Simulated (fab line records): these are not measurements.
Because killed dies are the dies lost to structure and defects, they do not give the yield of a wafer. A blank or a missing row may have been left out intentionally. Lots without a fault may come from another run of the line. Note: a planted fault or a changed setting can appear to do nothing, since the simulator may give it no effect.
Struck lot and sound lot, side by side | flow gf180mcu | 33 out of 602 route steps
Sound: the wafers L201.3, L201.4, L201.5. Struck: wafers L197.1, L197.3, L197.4. The cause is given at the end.
At each step with rows: each side's tool, then ch and its chambers, then its first start. Under that, the readings that differ: sound wafers | struck wafers | difference of the means | sigmas: that difference in standard deviations of wafers without a fault.
alike: same words and numbers on both sides, and readings whose means sit less than 2 such deviations apart. not compared: any withheld reading, any reading some wafer has no value for, any bound like >300 that may hide the same value, and any number with overlapping values for which the record gives no deviation.
The two part at a step that has a row with sigmas, a row that says differs or no value, or rows on one side only. Numbers that have no deviation but don't overlap get no sigmas and don't part them. A reading that every wafer of one side lacks parts them only if that side has two wafers or more.

first, 6 steps without rows for these wafers: GF_VT_IMPLANT_HMDS_01 (prime time 60 s); GF_VT_IMPLANT_COAT_02 (resist thk 1000 nm); GF_VT_IMPLANT_SOFTBAKE_03 (time 60 s); GF_VT_IMPLANT_EXPOSE_04 (exposes mask LVPWELL LV AREA, target cd 600 nm); GF_VT_IMPLANT_PEB_05; GF_VT_IMPLANT_DEVELOP_06 (develop time 60 s).
GF_VT_IMPLANT_OVL_MEAS_07:
  sound on overlay-02, day 10 00:22; struck on overlay-02, day 8 23:01
  alike: VT_IMPLANT_OVL
then, 1 step without rows for these wafers: GF_VT_IMPLANT_IMPLANT_08.
GF_VT_IMPLANT_STRIP_09: strips in O2/N2.
  sound on plasmaAsher-03 ch 0,1, day 10 00:35; struck on plasmaAsher-01 ch 0,1, day 8 23:13
  alike: drypumpMotorCurrentA, heaterPowerW, oesProductAu, stripTimeToEndpointS
  not compared: rfHoursCounterH
GF_VT_IMPLANT_TW_MEAS_10:
  sound on filmMetro-04, day 10 00:40; struck on filmMetro-01, day 8 23:19
  alike: VT_IMPLANT_TW
then, 2 steps without rows for these wafers: GF_VT_IMPLANT_DEHYDRATE_11 (time 60 s); GF_VT_IMPLANT_HMDS_12 (prime time 60 s).
GF_VT_IMPLANT_COAT_13: resist thk 1000 nm.
  sound on lithoTrack-03 ch 0, day 10 10:01; struck on lithoTrack-01, day 9 06:49
  no value came back on the struck wafers for chillPlateTempC (C), dispensePressureKPa (kPa), exhaustPa (Pa); on the sound wafers chillPlateTempC (C) reads 22.99 23.02 22.84
then, 4 steps without rows for these wafers: GF_VT_IMPLANT_SOFTBAKE_14 (time 60 s); GF_VT_IMPLANT_EXPOSE_15 (exposes mask Nwell LV AREA, target cd 860 nm); GF_VT_IMPLANT_PEB_16; GF_VT_IMPLANT_DEVELOP_17 (develop time 61.17 s).
GF_VT_IMPLANT_OVL_MEAS_18:
  sound on overlay-01, day 10 18:46; struck on overlay-02, day 9 15:07
reading                | sound          | struck | difference                    | sigmas
VT_IMPLANT_01_OVL (nm) | -1.7 -1.7 -1.4 | - - -  | no value on the struck wafers | 
then, 1 step without rows for these wafers: GF_VT_IMPLANT_IMPLANT_19.
GF_VT_IMPLANT_STRIP_20: strips in O2/N2.
  sound on plasmaAsher-01 ch 0,1, day 10 18:59; struck on plasmaAsher-03 ch 0,1, day 9 15:17
  no value came back on the struck wafers for oesProductAu (a.u.), stripTimeToEndpointS (s); on the sound wafers oesProductAu (a.u.) reads 0.719 0.718 0.714
  alike: drypumpMotorCurrentA, heaterPowerW
  not compared: rfHoursCounterH
GF_VT_IMPLANT_TW_MEAS_21:
  sound on filmMetro-01, day 10 19:05; struck on filmMetro-04, day 9 15:25
  alike: VT_IMPLANT_2_TW
then, 7 steps without rows for these wafers: GF_VT_IMPLANT_DEHYDRATE_22 (time 60 s); GF_VT_IMPLANT_HMDS_23 (prime time 60 s); GF_VT_IMPLANT_COAT_24 (resist thk 1000 nm); GF_VT_IMPLANT_SOFTBAKE_25 (time 60 s); GF_VT_IMPLANT_EXPOSE_26 (exposes mask LVPWELL HV AREA, target cd 860 nm); GF_VT_IMPLANT_PEB_27; GF_VT_IMPLANT_DEVELOP_28 (develop time 60 s).
GF_VT_IMPLANT_OVL_MEAS_29:
  sound on overlay-02, day 11 13:25; struck on overlay-02, day 10 09:01
  alike: VT_IMPLANT_02_OVL
then, 1 step without rows for these wafers: GF_VT_IMPLANT_IMPLANT_30.
GF_VT_IMPLANT_STRIP_31: strips in O2/N2.
  sound on plasmaAsher-04 ch 0,1, day 11 13:37; struck on plasmaAsher-04 ch 0,1, day 10 09:13
reading                  | sound             | struck            | difference | sigmas
stripTimeToEndpointS (s) | 12.66 12.66 12.65 | 12.58 12.58 12.55 | -0.09      | -2
  alike: drypumpMotorCurrentA, heaterPowerW, oesProductAu
  not compared: rfHoursCounterH
GF_VT_IMPLANT_TW_MEAS_32:
  sound on filmMetro-03, day 11 13:43; struck on filmMetro-04, day 10 09:32
reading         | sound             | struck               | difference | sigmas
VT_IMPLANT_3_TW | 270.4 270.0 268.1 | 1226.7 1212.9 1217.1 | +949.4     | +99 or more
  not compared: hold
GF_PASSIVATION_PROBE_99:
  the record has rows for the sound wafers here (prober-02, day 33 19:57) and none for the struck ones

## WHERE THEY PART
Earliest at GF_VT_IMPLANT_COAT_13; latest, in this record, at GF_PASSIVATION_PROBE_99.

WHY: whatever the simulator had introduced
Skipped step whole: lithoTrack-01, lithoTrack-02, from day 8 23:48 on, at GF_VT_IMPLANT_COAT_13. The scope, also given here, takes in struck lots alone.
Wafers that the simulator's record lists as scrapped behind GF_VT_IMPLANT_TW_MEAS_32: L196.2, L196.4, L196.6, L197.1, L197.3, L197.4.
